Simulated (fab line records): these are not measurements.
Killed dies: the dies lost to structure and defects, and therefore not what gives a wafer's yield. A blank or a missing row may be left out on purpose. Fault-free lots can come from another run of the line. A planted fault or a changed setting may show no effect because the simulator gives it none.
Check for tools in common -- flow gf180mcu -- 36 wafers sampled across 12 lots

WHY THIS WAS OPENED
GF_HV_LDD_TW_MEAS_38, reading HV_LDD_3_TW: flagged on 2 of 12 lots. Fault-free wafers read 1434, with a standard deviation of 9.7.
Rule: flag the lot when none of its wafers has a number, or when each of its wafers that has one lies beyond 4 standard deviations from that mean. The other lots count as sound.

lot,measured,on,"HV_LDD_3_TW, wafer by wafer",flag
L532,day 13 08:49,film-metro-04,1426 1424 1427,
L534,day 13 23:50,film-metro-04,1426 1426 1441,
L535,day 14 04:13,film-metro-04,1369 1369 1378,FLAGGED
L536,day 14 15:55,film-metro-01,1381 1383 1377,FLAGGED
L539,day 15 11:16,film-metro-04,1440 1441 1435,
L540,day 15 19:12,film-metro-01,1421 1425 1425,
L541,day 16 03:04,film-metro-03,1441 1443 1434,
L544,day 17 02:16,film-metro-03,1449 1445 1440,
L545,day 17 14:10,film-metro-03,1448 1446 1442,
L546,day 17 18:00,film-metro-03,1442 1450 1446,
L547,day 18 02:10,film-metro-04,1427 1425 1419,
L550,day 19 11:16,film-metro-01,1422 1427 1422,
The mean of the flagged lots' numbers is 1376, -58 from the usual (-6 standard deviations).

WHICH TOOL EACH LOT WENT THROUGH
The record holds 2 process steps before the reading, out of a route of 602 steps. Every cell lists first the tool, next ch and the chambers used by the sampled wafers, and last the start.
lot,flag,GF_POLY_GATE_ETCH_12,GF_HV_LDD_IMPLANT_36
L532,,"rie-diel-02 ch 0,2,3, day 10 18:07","implanter-04 ch 0, day 13 08:36"
L534,,"rie-diel-04 ch 0,1, day 11 09:00","implanter-03 ch 0, day 13 23:37"
L535,FLAGGED,"rie-diel-02 ch 1,2,3, day 11 13:48","implanter-04 ch 0, day 14 03:58"
L536,FLAGGED,"rie-diel-03 ch 0,2, day 12 00:19","implanter-04 ch 0, day 14 15:41"
L539,,"rie-diel-02 ch 0,1, day 12 17:06","implanter-03 ch 0, day 15 11:01"
L540,,"rie-diel-02 ch 0,2, day 13 01:37","implanter-02 ch 0, day 15 18:57"
L541,,"rie-diel-03 ch 0,1,2, day 13 07:10","implanter-03 ch 0, day 16 02:49"
L544,,"rie-diel-03 ch 1,3, day 14 05:46","implanter-02 ch 0, day 17 02:02"
L545,,"rie-diel-03 ch 1,2,3, day 14 16:12","implanter-03 ch 0, day 17 13:55"
L546,,"rie-diel-04 ch 0,3, day 14 21:15","implanter-03 ch 0, day 17 17:40"
L547,,"rie-diel-02 ch 0,1,3, day 15 04:52","implanter-02 ch 0, day 18 01:55"
L550,,"rie-diel-03 ch 0,2,3, day 16 07:58","implanter-04 ch 0, day 19 11:01"
What these steps do:
- GF_POLY_GATE_ETCH_12: etches BARC in N2/H2.
- GF_HV_LDD_IMPLANT_36
- GF_HV_LDD_TW_MEAS_38

FLAGGED OVER TOTAL, TOOL BY TOOL (the gauges that took the reading come last)
step,tool,lots run,flagged,share of the flagged lots,sound lots run after its first flagged lot
GF_POLY_GATE_ETCH_12,rie-diel-02,5,1,some,"3 (L539,L540,L547)"
GF_POLY_GATE_ETCH_12,rie-diel-03,5,1,some,"4 (L541,L544,L545,L550)"
GF_POLY_GATE_ETCH_12,rie-diel-04,2,0,none,-
GF_HV_LDD_IMPLANT_36,implanter-02,3,0,none,-
GF_HV_LDD_IMPLANT_36,implanter-03,5,0,none,-
GF_HV_LDD_IMPLANT_36,implanter-04,4,2,all,1 (L550)
GF_HV_LDD_TW_MEAS_38,film-metro-01,3,1,some,"2 (L540,L550)"
GF_HV_LDD_TW_MEAS_38,film-metro-03,4,0,none,-
GF_HV_LDD_TW_MEAS_38,film-metro-04,5,1,some,"2 (L539,L547)"

THE TABLE: WHAT IT ALLOWS
In the table, 1 row covers all flagged lots: implanter-04 at GF_HV_LDD_IMPLANT_36.
- implanter-04 at GF_HV_LDD_IMPLANT_36 ran 4 lots, 2 of them flagged. Sound lots followed the first flagged one (L550) on it, something a lasting fault affecting the whole tool could not allow. Its own readings lie more than 4 standard deviations out on every wafer of the flagged lots: dose-ions-cm2, faraday-current-uA.
There is no row in the table that ran each flagged lot and no sound lot after the first.

WHAT THE SIMULATOR HAD PUT IN
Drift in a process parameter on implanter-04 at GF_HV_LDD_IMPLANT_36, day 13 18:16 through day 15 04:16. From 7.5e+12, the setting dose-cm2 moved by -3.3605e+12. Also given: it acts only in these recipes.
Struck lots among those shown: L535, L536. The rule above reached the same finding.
